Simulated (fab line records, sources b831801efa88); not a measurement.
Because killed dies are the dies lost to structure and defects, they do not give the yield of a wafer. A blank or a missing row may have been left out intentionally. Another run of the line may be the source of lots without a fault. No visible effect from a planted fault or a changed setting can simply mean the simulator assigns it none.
fab line records | flow gf180mcu | part 1 of 2: steps 1 to 32 of 45
record: lots: 5 | wafers: 15 | last-day: 33
route steps=602 shown MVPSD@87 VT_IMPLANT@90
lots that met no fault: from a run of the same line without faults
start-h: hours from the record's first day to the start of the lot's first wafer shown | wait-h: hours elapsed since this lot's preceding step | " identical to the entry in the row above | L1.1+2: several wafers, shown together as one row | - either no value or no given start | * or withheld: withheld | < > ~ a bound
route shown NAME@n: NAME is a module with steps in the file, n the number in the route of the first one | usual: mean and standard deviation over wafers with no fault | same: alike in all rows | chamber/n: place in a boat | sites: each site's reading | _std_site: the standard deviation of these | _edge_site: the outer-site mean with the inner-site mean subtracted | radius-mm: for every site, how far away it sits from the centre of the wafer | mask NAME#n: copy n | behind: the most recent tool/chamber to have shaped the wafer | hold: the reason the lot was held/the length of the hold in hours/how it ended | device: transistor that didn't switch, given as n, p or np | end of line: tests of these same wafers at the route's end | a step without rows: its recipe alone | killed: count of dies lost to structure and defects at first sort (not the wafer's yield) | map: a wafer's dies, x killed, . not, _ none there
set.NAME: the setting that was run; set.NAME@STEP: the one run at that earlier step | model.NAME: the simulator's own value behind a step, which no gauge read
a table for each step, a row for each wafer; lots at some steps of the route
services: when a tool's chamber went out of use (start-h, in hours from the record's first day, below 0 if earlier), for how many hours, and the reason
== steps ==
step: GF_MVPSD_IMPLANT_09
recipe: species: B | energy-kev: 40 | dose-cm2: 5e+12 | tilt-deg: 0
lot.wafer  | tool         | chamber | start-h | wait-h
L074.2+3+4 | implanter-02 | 0       | 96.03   | 0.1
L087.2+4+6 | implanter-01 | 0       | 179.76  | 0.1
L093.2+3+5 | implanter-01 | 0       | 211.04  | 0.2
L094.4+5+6 | implanter-01 | 0       | 216.48  | 0.1
L095.2+4+6 | implanter-02 | 0       | 221.06  | 0.1
step: GF_MVPSD_STRIP_10
recipe: chemistry: O2/N2 | power-w: 1400 | pressure-mtorr: 1500 | platen-temp-c: 250 | o2-flow-sccm: 3000 | n2-flow-sccm: 300 | overash-fraction: 0.5
usual: drypump-motor-current-A: 5.3/0.45 | heater-power-w: 304/42 | n2-flow-sccm: 299.9/0.85 | oes-product-au: 0.722/0.0045 | strip-time-to-endpoint-s: 36.94/0.1
lot.wafer | tool            | chamber | start-h | wait-h | drypump-motor-current-A | heater-power-w | n2-flow-sccm | oes-product-au | rf-hours-counter-h | strip-time-to-endpoint-s
L074.2    | plasma-asher-02 | 1       | 96.16   | 0.1    | 5.5                     | 388            | 300.0        | 0.720          | 41                 | 36.95
L074.3    | "               | 0       | "       | "      | 6.1                     | 296            | 300.6        | 0.729          | -                  | 37.08
L074.4    | "               | 1       | "       | "      | 5.5                     | 392            | 298.9        | 0.716          | -                  | 37.01
L087.2    | plasma-asher-02 | 1       | 179.89  | 0.1    | 5.5                     | 397            | 298.9        | 0.718          | 50                 | 36.86
L087.4    | "               | 1       | "       | "      | 5.5                     | 386            | 300.3        | 0.725          | -                  | 36.77
L087.6    | "               | 1       | "       | "      | 5.5                     | 388            | 299.0        | 0.720          | -                  | 36.95
L093.2    | plasma-asher-04 | 1       | 211.29  | 0.2    | 5.3                     | 358            | 299.6        | 0.719          | 40                 | 36.92
L093.3    | "               | 0       | "       | "      | 4.8                     | 280            | 299.8        | 0.721          | -                  | 36.80
L093.5    | "               | 0       | "       | "      | 4.8                     | 285            | 301.1        | 0.731          | -                  | 36.90
L094.4    | plasma-asher-04 | 0       | 216.59  | 0.1    | 4.7                     | 279            | 300.3        | 0.719          | -                  | 36.76
L094.5    | "               | 1       | "       | "      | 5.2                     | 357            | 298.9        | 0.721          | -                  | 36.82
L094.6    | "               | 0       | "       | "      | 4.8                     | 285            | 299.7        | 0.731          | -                  | 36.77
L095.2    | plasma-asher-01 | 0       | 221.19  | 0.1    | 5.6                     | 280            | 300.3        | 0.725          | 58                 | 36.96
L095.4    | "               | 1       | "       | "      | 4.8                     | 275            | 300.4        | 0.730          | -                  | 36.88
L095.6    | "               | 1       | "       | "      | 4.8                     | 271            | 300.0        | 0.727          | -                  | 36.86
step: GF_MVPSD_TW_MEAS_11
usual: MVPSD_TW: 548.9/2.8
lot.wafer | tool          | chamber | start-h | wait-h | MVPSD_TW
L074.2    | film-metro-01 | -       | 96.27   | 0.1    | 544.9
L074.3    | "             | -       | "       | "      | 547.5
L074.4    | "             | -       | "       | "      | 546.9
L087.2    | film-metro-01 | -       | 180.00  | 0.1    | 549.3
L087.4    | "             | -       | "       | "      | 553.2
L087.6    | "             | -       | "       | "      | 547.7
L093.2    | film-metro-04 | -       | 211.40  | 0.1    | 551.9
L093.3    | "             | -       | "       | "      | 552.4
L093.5    | "             | -       | "       | "      | 556.4
L094.4    | film-metro-01 | -       | 216.69  | 0.1    | 545.2
L094.5    | "             | -       | "       | "      | 546.3
L094.6    | "             | -       | "       | "      | 545.1
L095.2    | film-metro-03 | -       | 221.30  | 0.1    | 547.5
L095.4    | "             | -       | "       | "      | 546.9
L095.6    | "             | -       | "       | "      | 548.4
step: GF_VT_IMPLANT_DEHYDRATE_00
recipe: temp-c: 200 | time-s: 60
lot.wafer  | tool           | chamber | start-h | wait-h
L074.2+3+4 | litho-track-01 | 0       | 102.85  | 6.6
L087.2+4+6 | litho-track-03 | 0       | 186.92  | 6.9
L093.2+3+5 | litho-track-03 | 0       | 219.52  | 8.1
L094.4+5+6 | litho-track-01 | 0       | 224.59  | 7.9
L095.2+4+6 | litho-track-01 | 0       | 229.59  | 8.3
step: GF_VT_IMPLANT_HMDS_01
recipe: prime-time-s: 60 | prime-temp-c: 120
lot.wafer  | tool           | chamber | start-h | wait-h
L074.2+3+4 | litho-track-01 | 0       | 103.00  | 0.1
L087.2+4+6 | litho-track-03 | 0       | 187.07  | 0.1
L093.2+3+5 | litho-track-03 | 0       | 219.67  | 0.1
L094.4+5+6 | litho-track-01 | 0       | 224.74  | 0.1
L095.2+4+6 | litho-track-01 | 0       | 229.74  | 0.1
step: GF_VT_IMPLANT_COAT_02
recipe: resist: NOVOLAK | spin-rpm: 3000 | resist-thk-nm: 1000
lot.wafer  | tool           | chamber | start-h | wait-h
L074.2+3+4 | litho-track-01 | 0       | 103.15  | 0.1
L087.2+4+6 | litho-track-03 | 0       | 187.22  | 0.1
L093.2+3+5 | litho-track-03 | 0       | 219.82  | 0.1
L094.4+5+6 | litho-track-01 | 0       | 224.89  | 0.1
L095.2+4+6 | litho-track-01 | 0       | 229.89  | 0.1
step: GF_VT_IMPLANT_SOFTBAKE_03
recipe: temp-c: 90 | time-s: 60 | resist: NOVOLAK
lot.wafer  | tool           | chamber | start-h | wait-h
L074.2+3+4 | litho-track-01 | 0       | 103.30  | 0.1
L087.2+4+6 | litho-track-03 | 0       | 187.37  | 0.1
L093.2+3+5 | litho-track-03 | 0       | 219.97  | 0.1
L094.4+5+6 | litho-track-01 | 0       | 225.04  | 0.1
L095.2+4+6 | litho-track-01 | 0       | 230.04  | 0.1
step: GF_VT_IMPLANT_EXPOSE_04
recipe: mask-id: LVPWELL_LV_AREA | target-cd-nm: 600 | na: 0.6 | source-shape: conventional | sigma-outer: 0.6 | dose-mj: 140
usual: reticle-temp-C: 22.98/0.12
lot.wafer | tool             | chamber | start-h | wait-h | mask              | reticle-temp-C
L074.2    | iline-stepper-01 | 0       | -       | -      | LVPWELL_LV_AREA#0 | 22.98
L074.3    | "                | 0       | "       | "      | LVPWELL_LV_AREA#0 | 23.05
L074.4    | "                | 0       | "       | "      | LVPWELL_LV_AREA#0 | 23.04
L087.2    | iline-stepper-02 | 0       | -       | -      | LVPWELL_LV_AREA#0 | 23.03
L087.4    | "                | 0       | "       | "      | LVPWELL_LV_AREA#0 | 22.83
L087.6    | "                | 0       | "       | "      | LVPWELL_LV_AREA#0 | 22.85
L093.2    | iline-stepper-01 | 0       | -       | -      | LVPWELL_LV_AREA#0 | 22.78
L093.3    | "                | 0       | "       | "      | LVPWELL_LV_AREA#0 | 22.97
L093.5    | "                | 0       | "       | "      | LVPWELL_LV_AREA#0 | 22.91
L094.4    | iline-stepper-01 | 0       | -       | -      | LVPWELL_LV_AREA#0 | 23.01
L094.5    | "                | 0       | "       | "      | LVPWELL_LV_AREA#0 | 23.03
L094.6    | "                | 0       | "       | "      | LVPWELL_LV_AREA#0 | 23.09
L095.2    | iline-stepper-01 | 0       | -       | -      | LVPWELL_LV_AREA#0 | 22.79
L095.4    | "                | 0       | "       | "      | LVPWELL_LV_AREA#0 | 22.88
L095.6    | "                | 0       | "       | "      | LVPWELL_LV_AREA#0 | 22.88
step: GF_VT_IMPLANT_PEB_05
recipe: temp-c: withheld | time-s: * | resist: NOVOLAK
lot.wafer  | tool           | chamber | start-h | wait-h
L074.2+3+4 | litho-track-03 | 0       | -       | -
L087.2+4+6 | litho-track-03 | 0       | -       | -
L093.2+3+5 | litho-track-03 | 0       | -       | -
L094.4+5+6 | litho-track-04 | 0       | -       | -
L095.2+4+6 | litho-track-04 | 0       | -       | -
step: GF_VT_IMPLANT_DEVELOP_06
recipe: develop-time-s: 60 | dev-temp-c: 23
lot.wafer  | tool           | chamber | start-h | wait-h
L074.2+3+4 | litho-track-03 | 0       | 110.12  | 0.1
L087.2+4+6 | litho-track-03 | 0       | 195.62  | 0.1
L093.2+3+5 | litho-track-03 | 0       | 228.52  | 0.1
L094.4+5+6 | litho-track-04 | 0       | 233.95  | 0.1
L095.2+4+6 | litho-track-04 | 0       | 238.95  | 0.1
step: GF_VT_IMPLANT_OVL_MEAS_07
usual: VT_IMPLANT_OVL: 0.0/1.3
lot.wafer | tool       | chamber | start-h | wait-h | VT_IMPLANT_OVL[nm]
L074.2    | overlay-02 | -       | 110.25  | 0.1    | 0.5
L074.3    | "          | -       | "       | "      | 1.5
L074.4    | "          | -       | "       | "      | 0.1
L087.2    | overlay-01 | -       | 195.75  | 0.1    | -2.0
L087.4    | "          | -       | "       | "      | -1.4
L087.6    | "          | -       | "       | "      | -1.7
L093.2    | overlay-02 | -       | 228.65  | 0.1    | -0.6
L093.3    | "          | -       | "       | "      | -0.4
L093.5    | "          | -       | "       | "      | -0.5
L094.4    | overlay-01 | -       | 234.04  | 0.1    | 1.0
L094.5    | "          | -       | "       | "      | -1.5
L094.6    | "          | -       | "       | "      | -0.4
L095.2    | overlay-02 | -       | 239.08  | 0.1    | 0.1
L095.4    | "          | -       | "       | "      | 0.5
L095.6    | "          | -       | "       | "      | 2.0
step: GF_VT_IMPLANT_IMPLANT_08
recipe: species: BF2 | energy-kev: 20 | dose-cm2: 8.29e+12 | tilt-deg: 7
lot.wafer  | tool         | chamber | start-h | wait-h
L074.2+3+4 | implanter-01 | 0       | 110.31  | 0.0
L087.2+4+6 | implanter-04 | 0       | 195.81  | 0.0
L093.2+3+5 | implanter-02 | 0       | 228.71  | 0.0
L094.4+5+6 | implanter-02 | 0       | 234.13  | 0.1
L095.2+4+6 | implanter-04 | 0       | 239.16  | 0.1
step: GF_VT_IMPLANT_STRIP_09
recipe: chemistry: O2/N2 | power-w: 1400 | pressure-mtorr: 1500 | platen-temp-c: 250 | o2-flow-sccm: 3000 | n2-flow-sccm: 300 | overash-fraction: 0.5
usual: drypump-motor-current-A: 5.2/0.48 | heater-power-w: 305/35 | n2-flow-sccm: 300.0/0.89 | oes-product-au: 0.716/0.0046 | strip-time-to-endpoint-s: 12.64/0.037
lot.wafer | tool            | chamber | start-h | wait-h | drypump-motor-current-A | heater-power-w | n2-flow-sccm | oes-product-au | rf-hours-counter-h | strip-time-to-endpoint-s
L074.2    | plasma-asher-04 | 0       | 110.43  | 0.1    | 4.7                     | 273            | 301.4        | 0.712          | 29                 | 12.66
L074.3    | "               | 1       | "       | "      | 5.3                     | 358            | 299.7        | 0.711          | -                  | 12.63
L074.4    | "               | 0       | "       | "      | 4.7                     | 280            | 299.2        | 0.716          | -                  | 12.66
L087.2    | plasma-asher-04 | 1       | 195.93  | 0.1    | 5.3                     | 346            | 302.1        | 0.732          | 39                 | 12.72
L087.4    | "               | 0       | "       | "      | 4.8                     | 277            | 298.9        | 0.718          | -                  | 12.68
L087.6    | "               | 0       | "       | "      | 4.8                     | 280            | 301.3        | 0.712          | -                  | 12.70
L093.2    | plasma-asher-01 | 0       | 228.83  | 0.1    | 5.6                     | 279            | 300.1        | 0.714          | 59                 | 12.59
L093.3    | "               | 1       | "       | "      | 4.8                     | 263            | 300.0        | 0.710          | -                  | 12.61
L093.5    | "               | 0       | "       | "      | 5.6                     | 280            | 298.9        | 0.718          | -                  | 12.59
L094.4    | plasma-asher-01 | 0       | 234.24  | 0.1    | 5.6                     | 278            | 301.5        | 0.718          | -                  | 12.63
L094.5    | "               | 0       | "       | "      | 5.6                     | 280            | 300.2        | 0.720          | -                  | 12.66
L094.6    | "               | 1       | "       | "      | 4.8                     | 277            | 300.4        | 0.713          | -                  | 12.68
L095.2    | plasma-asher-04 | 0       | 239.41  | 0.2    | 4.8                     | 275            | 299.4        | 0.707          | 43                 | 12.69
L095.4    | "               | 0       | "       | "      | 4.8                     | 278            | 300.1        | 0.713          | -                  | 12.68
L095.6    | "               | 0       | "       | "      | 4.7                     | 276            | 299.6        | 0.720          | -                  | 12.63
step: GF_VT_IMPLANT_TW_MEAS_10
usual: VT_IMPLANT_TW: 566/5.3
lot.wafer | tool          | chamber | start-h | wait-h | VT_IMPLANT_TW
L074.2    | film-metro-02 | -       | 110.54  | 0.1    | 571
L074.3    | "             | -       | "       | "      | 571
L074.4    | "             | -       | "       | "      | 575
L087.2    | film-metro-04 | -       | 196.04  | 0.1    | 561
L087.4    | "             | -       | "       | "      | 560
L087.6    | "             | -       | "       | "      | 562
L093.2    | film-metro-02 | -       | 228.94  | 0.1    | 572
L093.3    | "             | -       | "       | "      | 572
L093.5    | "             | -       | "       | "      | 574
L094.4    | film-metro-04 | -       | 234.34  | 0.1    | 565
L094.5    | "             | -       | "       | "      | 565
L094.6    | "             | -       | "       | "      | 567
L095.2    | film-metro-04 | -       | 239.52  | 0.1    | 564
L095.4    | "             | -       | "       | "      | 565
L095.6    | "             | -       | "       | "      | 563
step: GF_VT_IMPLANT_DEHYDRATE_11
recipe: temp-c: 200 | time-s: 60
lot.wafer  | tool           | chamber | start-h | wait-h
L074.2+3+4 | litho-track-03 | 0       | 117.42  | 6.9
L087.2+4+6 | litho-track-01 | 0       | 203.84  | 7.8
L093.2+3+5 | litho-track-03 | 0       | 237.47  | 8.5
L094.4+5+6 | litho-track-04 | 0       | 242.70  | 8.3
L095.2+4+6 | litho-track-03 | 0       | 247.57  | 8.0
step: GF_VT_IMPLANT_HMDS_12
recipe: prime-time-s: 60 | prime-temp-c: 120
lot.wafer  | tool           | chamber | start-h | wait-h
L074.2+3+4 | litho-track-03 | 0       | 117.57  | 0.1
L087.2+4+6 | litho-track-01 | 0       | 203.99  | 0.1
L093.2+3+5 | litho-track-03 | 0       | 237.62  | 0.1
L094.4+5+6 | litho-track-04 | 0       | 242.85  | 0.1
L095.2+4+6 | litho-track-03 | 0       | 247.72  | 0.1
step: GF_VT_IMPLANT_COAT_13
recipe: resist: NOVOLAK | spin-rpm: 3000 | resist-thk-nm: 1000
lot.wafer  | tool           | chamber | start-h | wait-h
L074.2+3+4 | litho-track-03 | 0       | 117.72  | 0.1
L087.2+4+6 | litho-track-01 | 0       | 204.14  | 0.1
L093.2+3+5 | litho-track-03 | 0       | 237.77  | 0.1
L094.4+5+6 | litho-track-04 | 0       | 243.00  | 0.1
L095.2+4+6 | litho-track-03 | 0       | 247.87  | 0.1
step: GF_VT_IMPLANT_SOFTBAKE_14
recipe: temp-c: 90 | time-s: 60 | resist: NOVOLAK
lot.wafer  | tool           | chamber | start-h | wait-h
L074.2+3+4 | litho-track-03 | 0       | 117.87  | 0.1
L087.2+4+6 | litho-track-01 | 0       | 204.29  | 0.1
L093.2+3+5 | litho-track-03 | 0       | 237.92  | 0.1
L094.4+5+6 | litho-track-04 | 0       | 243.15  | 0.1
L095.2+4+6 | litho-track-03 | 0       | 248.02  | 0.1
step: GF_VT_IMPLANT_EXPOSE_15
recipe: mask-id: Nwell_LV_AREA | target-cd-nm: 860 | na: 0.6 | source-shape: conventional | sigma-outer: 0.6 | dose-mj: 140
usual: reticle-temp-C: 22.98/0.11
lot.wafer | tool             | chamber | start-h | wait-h | mask            | reticle-temp-C
L074.2    | iline-stepper-02 | 0       | -       | -      | Nwell_LV_AREA#0 | 23.04
L074.3    | "                | 0       | "       | "      | Nwell_LV_AREA#0 | 22.80
L074.4    | "                | 0       | "       | "      | Nwell_LV_AREA#0 | 22.74
L087.2    | iline-stepper-02 | 0       | -       | -      | Nwell_LV_AREA#0 | 22.89
L087.4    | "                | 0       | "       | "      | Nwell_LV_AREA#0 | 22.91
L087.6    | "                | 0       | "       | "      | Nwell_LV_AREA#0 | 22.77
L093.2    | iline-stepper-02 | 0       | -       | -      | Nwell_LV_AREA#0 | 23.04
L093.3    | "                | 0       | "       | "      | Nwell_LV_AREA#0 | 22.96
L093.5    | "                | 0       | "       | "      | Nwell_LV_AREA#0 | 22.94
L094.4    | iline-stepper-02 | 0       | -       | -      | Nwell_LV_AREA#0 | 22.82
L094.5    | "                | 0       | "       | "      | Nwell_LV_AREA#0 | 22.91
L094.6    | "                | 0       | "       | "      | Nwell_LV_AREA#0 | 22.78
L095.2    | iline-stepper-02 | 0       | -       | -      | Nwell_LV_AREA#0 | 22.85
L095.4    | "                | 0       | "       | "      | Nwell_LV_AREA#0 | 23.05
L095.6    | "                | 0       | "       | "      | Nwell_LV_AREA#0 | 23.03
step: GF_VT_IMPLANT_PEB_16
recipe: temp-c: withheld | time-s: * | resist: NOVOLAK
lot.wafer  | tool           | chamber | start-h | wait-h
L074.2+3+4 | litho-track-04 | 0       | -       | -
L087.2+4+6 | litho-track-04 | 0       | -       | -
L093.2+3+5 | litho-track-01 | 0       | -       | -
L094.4+5+6 | litho-track-01 | 0       | -       | -
L095.2+4+6 | litho-track-01 | 0       | -       | -
step: GF_VT_IMPLANT_DEVELOP_17
recipe: develop-time-s: 60 | dev-temp-c: 23
lot.wafer  | tool           | chamber | start-h | wait-h
L074.2+3+4 | litho-track-04 | 0       | 125.50  | 0.1
L087.2+4+6 | litho-track-04 | 0       | 213.60  | 0.1
L093.2+3+5 | litho-track-01 | 0       | 246.64  | 0.1
L094.4+5+6 | litho-track-01 | 0       | 252.99  | 0.1
L095.2+4+6 | litho-track-01 | 0       | 257.39  | 0.1
step: GF_VT_IMPLANT_OVL_MEAS_18
usual: VT_IMPLANT_01_OVL: 0.2/1.3
lot.wafer | tool       | chamber | start-h | wait-h | VT_IMPLANT_01_OVL[nm]
L074.2    | overlay-01 | -       | 125.63  | 0.1    | -0.6
L074.3    | "          | -       | "       | "      | -0.4
L074.4    | "          | -       | "       | "      | -2.3
L087.2    | overlay-01 | -       | 213.73  | 0.1    | -1.2
L087.4    | "          | -       | "       | "      | -0.5
L087.6    | "          | -       | "       | "      | -0.8
L093.2    | overlay-01 | -       | 246.77  | 0.1    | -0.8
L093.3    | "          | -       | "       | "      | -0.5
L093.5    | "          | -       | "       | "      | -0.2
L094.4    | overlay-01 | -       | 253.09  | 0.1    | 0.2
L094.5    | "          | -       | "       | "      | -0.9
L094.6    | "          | -       | "       | "      | 0.2
L095.2    | overlay-02 | -       | 257.52  | 0.1    | -0.3
L095.4    | "          | -       | "       | "      | -0.5
L095.6    | "          | -       | "       | "      | 0.8
step: GF_VT_IMPLANT_IMPLANT_19
recipe: species: As | energy-kev: 100 | dose-cm2: 4.35e+12 | tilt-deg: 7
lot.wafer  | tool         | chamber | start-h | wait-h
L074.2+3+4 | implanter-04 | 0       | 125.68  | 0.0
L087.2+4+6 | implanter-02 | 0       | 213.78  | 0.0
L093.2+3+5 | implanter-04 | 0       | 246.83  | 0.0
L094.4+5+6 | implanter-01 | 0       | 253.18  | 0.1
L095.2+4+6 | implanter-01 | 0       | 257.58  | 0.0
step: GF_VT_IMPLANT_STRIP_20
recipe: chemistry: O2/N2 | power-w: 1400 | pressure-mtorr: 1500 | platen-temp-c: 250 | o2-flow-sccm: 3000 | n2-flow-sccm: 300 | overash-fraction: 0.5
usual: drypump-motor-current-A: 5.2/0.55 | heater-power-w: 321/31 | n2-flow-sccm: 299.9/0.9 | oes-product-au: 0.716/0.0043 | strip-time-to-endpoint-s: 12.62/0.03
lot.wafer | tool            | chamber | start-h | wait-h | drypump-motor-current-A | heater-power-w | n2-flow-sccm | oes-product-au | rf-hours-counter-h | strip-time-to-endpoint-s
L074.2    | plasma-asher-03 | 1       | 125.81  | 0.1    | 6.1                     | 329            | 299.3        | 0.715          | 1                  | 12.59
L074.3    | "               | 1       | "       | "      | 6.1                     | 333            | 299.8        | 0.715          | -                  | 12.61
L074.4    | "               | 0       | "       | "      | 4.7                     | 351            | 301.0        | 0.713          | -                  | 12.61
L087.2    | plasma-asher-04 | 1       | 213.91  | 0.1    | 5.3                     | 353            | 300.0        | 0.717          | 41                 | 12.67
L087.4    | "               | 0       | "       | "      | 4.7                     | 275            | 300.5        | 0.720          | -                  | 12.62
L087.6    | "               | 0       | "       | "      | 4.7                     | 276            | 300.7        | 0.718          | -                  | 12.65
L093.2    | plasma-asher-03 | 0       | 246.95  | 0.1    | 4.7                     | 334            | 299.5        | 0.714          | 11                 | 12.63
L093.3    | "               | 0       | "       | "      | 4.7                     | 340            | 299.3        | 0.711          | -                  | 12.61
L093.5    | "               | 0       | "       | "      | 4.7                     | 338            | 299.8        | 0.720          | -                  | 12.66
L094.4    | plasma-asher-04 | 1       | 253.29  | 0.1    | 5.2                     | 352            | 302.4        | 0.710          | -                  | 12.62
L094.5    | "               | 0       | "       | "      | 4.7                     | 271            | 299.1        | 0.716          | -                  | 12.61
L094.6    | "               | 1       | "       | "      | 5.2                     | 356            | 300.9        | 0.715          | -                  | 12.57
L095.2    | plasma-asher-04 | 0       | 257.70  | 0.1    | 4.7                     | 277            | 300.4        | 0.718          | 45                 | 12.60
L095.4    | "               | 0       | "       | "      | 4.8                     | 281            | 300.9        | 0.713          | -                  | 12.63
L095.6    | "               | 0       | "       | "      | 4.7                     | 271            | 300.3        | 0.720          | -                  | 12.61
step: GF_VT_IMPLANT_TW_MEAS_21
usual: VT_IMPLANT_2_TW: 1218/11
lot.wafer | tool          | chamber | start-h | wait-h | VT_IMPLANT_2_TW
L074.2    | film-metro-02 | -       | 125.92  | 0.1    | 1238
L074.3    | "             | -       | "       | "      | 1235
L074.4    | "             | -       | "       | "      | 1235
L087.2    | film-metro-04 | -       | 214.02  | 0.1    | 1212
L087.4    | "             | -       | "       | "      | 1213
L087.6    | "             | -       | "       | "      | 1223
L093.2    | film-metro-03 | -       | 247.06  | 0.1    | 1207
L093.3    | "             | -       | "       | "      | 1209
L093.5    | "             | -       | "       | "      | 1206
L094.4    | film-metro-04 | -       | 253.38  | 0.1    | 1211
L094.5    | "             | -       | "       | "      | 1216
L094.6    | "             | -       | "       | "      | 1212
L095.2    | film-metro-02 | -       | 257.81  | 0.1    | 1224
L095.4    | "             | -       | "       | "      | 1224
L095.6    | "             | -       | "       | "      | 1218
step: GF_VT_IMPLANT_DEHYDRATE_22
recipe: temp-c: 200 | time-s: 60
lot.wafer  | tool           | chamber | start-h | wait-h
L074.2+3+4 | litho-track-03 | 0       | 132.22  | 6.3
L087.2+4+6 | litho-track-03 | 0       | 221.77  | 7.7
L093.2+3+5 | litho-track-01 | 0       | 256.34  | 9.3
L094.4+5+6 | litho-track-04 | 0       | 261.85  | 8.5
L095.2+4+6 | litho-track-01 | 0       | 266.54  | 8.7
step: GF_VT_IMPLANT_HMDS_23
recipe: prime-time-s: 60 | prime-temp-c: 120
lot.wafer  | tool           | chamber | start-h | wait-h
L074.2+3+4 | litho-track-03 | 0       | 132.37  | 0.1
L087.2+4+6 | litho-track-03 | 0       | 221.92  | 0.1
L093.2+3+5 | litho-track-01 | 0       | 256.49  | 0.1
L094.4+5+6 | litho-track-04 | 0       | 262.00  | 0.1
L095.2+4+6 | litho-track-01 | 0       | 266.69  | 0.1
step: GF_VT_IMPLANT_COAT_24
recipe: resist: NOVOLAK | spin-rpm: 3000 | resist-thk-nm: 1000
lot.wafer  | tool           | chamber | start-h | wait-h
L074.2+3+4 | litho-track-03 | 0       | 132.52  | 0.1
L087.2+4+6 | litho-track-03 | 0       | 222.07  | 0.1
L093.2+3+5 | litho-track-01 | 0       | 256.64  | 0.1
L094.4+5+6 | litho-track-04 | 0       | 262.15  | 0.1
L095.2+4+6 | litho-track-01 | 0       | 266.84  | 0.1
step: GF_VT_IMPLANT_SOFTBAKE_25
recipe: temp-c: 90 | time-s: 60 | resist: NOVOLAK
lot.wafer  | tool           | chamber | start-h | wait-h
L074.2+3+4 | litho-track-03 | 0       | 132.67  | 0.1
L087.2+4+6 | litho-track-03 | 0       | 222.22  | 0.1
L093.2+3+5 | litho-track-01 | 0       | 256.79  | 0.1
L094.4+5+6 | litho-track-04 | 0       | 262.30  | 0.1
L095.2+4+6 | litho-track-01 | 0       | 266.99  | 0.1
step: GF_VT_IMPLANT_EXPOSE_26
recipe: mask-id: LVPWELL_HV_AREA | target-cd-nm: 860 | na: 0.6 | source-shape: conventional | sigma-outer: 0.6 | dose-mj: 140
usual: reticle-temp-C: 23.02/0.1
lot.wafer | tool             | chamber | start-h | wait-h | mask              | reticle-temp-C
L074.2    | iline-stepper-02 | 0       | -       | -      | LVPWELL_HV_AREA#0 | 23.00
L074.3    | "                | 0       | "       | "      | LVPWELL_HV_AREA#0 | 22.95
L074.4    | "                | 0       | "       | "      | LVPWELL_HV_AREA#0 | 23.18
L087.2    | iline-stepper-02 | 0       | -       | -      | LVPWELL_HV_AREA#0 | 23.02
L087.4    | "                | 0       | "       | "      | LVPWELL_HV_AREA#0 | 22.95
L087.6    | "                | 0       | "       | "      | LVPWELL_HV_AREA#0 | 23.14
L093.2    | iline-stepper-02 | 0       | -       | -      | LVPWELL_HV_AREA#0 | 23.09
L093.3    | "                | 0       | "       | "      | LVPWELL_HV_AREA#0 | 22.99
L093.5    | "                | 0       | "       | "      | LVPWELL_HV_AREA#0 | 22.94
L094.4    | iline-stepper-02 | 0       | -       | -      | LVPWELL_HV_AREA#0 | 23.09
L094.5    | "                | 0       | "       | "      | LVPWELL_HV_AREA#0 | 23.10
L094.6    | "                | 0       | "       | "      | LVPWELL_HV_AREA#0 | 23.03
L095.2    | iline-stepper-02 | 0       | -       | -      | LVPWELL_HV_AREA#0 | 23.12
L095.4    | "                | 0       | "       | "      | LVPWELL_HV_AREA#0 | 23.06
L095.6    | "                | 0       | "       | "      | LVPWELL_HV_AREA#0 | 22.99
step: GF_VT_IMPLANT_PEB_27
recipe: temp-c: withheld | time-s: * | resist: NOVOLAK
lot.wafer  | tool           | chamber | start-h | wait-h
L074.2+3+4 | litho-track-04 | 0       | -       | -
L087.2+4+6 | litho-track-03 | 0       | -       | -
L093.2+3+5 | litho-track-03 | 0       | -       | -
L094.4+5+6 | litho-track-01 | 0       | -       | -
L095.2+4+6 | litho-track-01 | 0       | -       | -
step: GF_VT_IMPLANT_DEVELOP_28
recipe: develop-time-s: 60 | dev-temp-c: 23
lot.wafer  | tool           | chamber | start-h | wait-h
L074.2+3+4 | litho-track-04 | 0       | 140.35  | 0.1
L087.2+4+6 | litho-track-03 | 0       | 231.17  | 0.1
L093.2+3+5 | litho-track-03 | 0       | 265.82  | 0.1
L094.4+5+6 | litho-track-01 | 0       | 271.14  | 0.1
L095.2+4+6 | litho-track-01 | 0       | 277.04  | 0.1
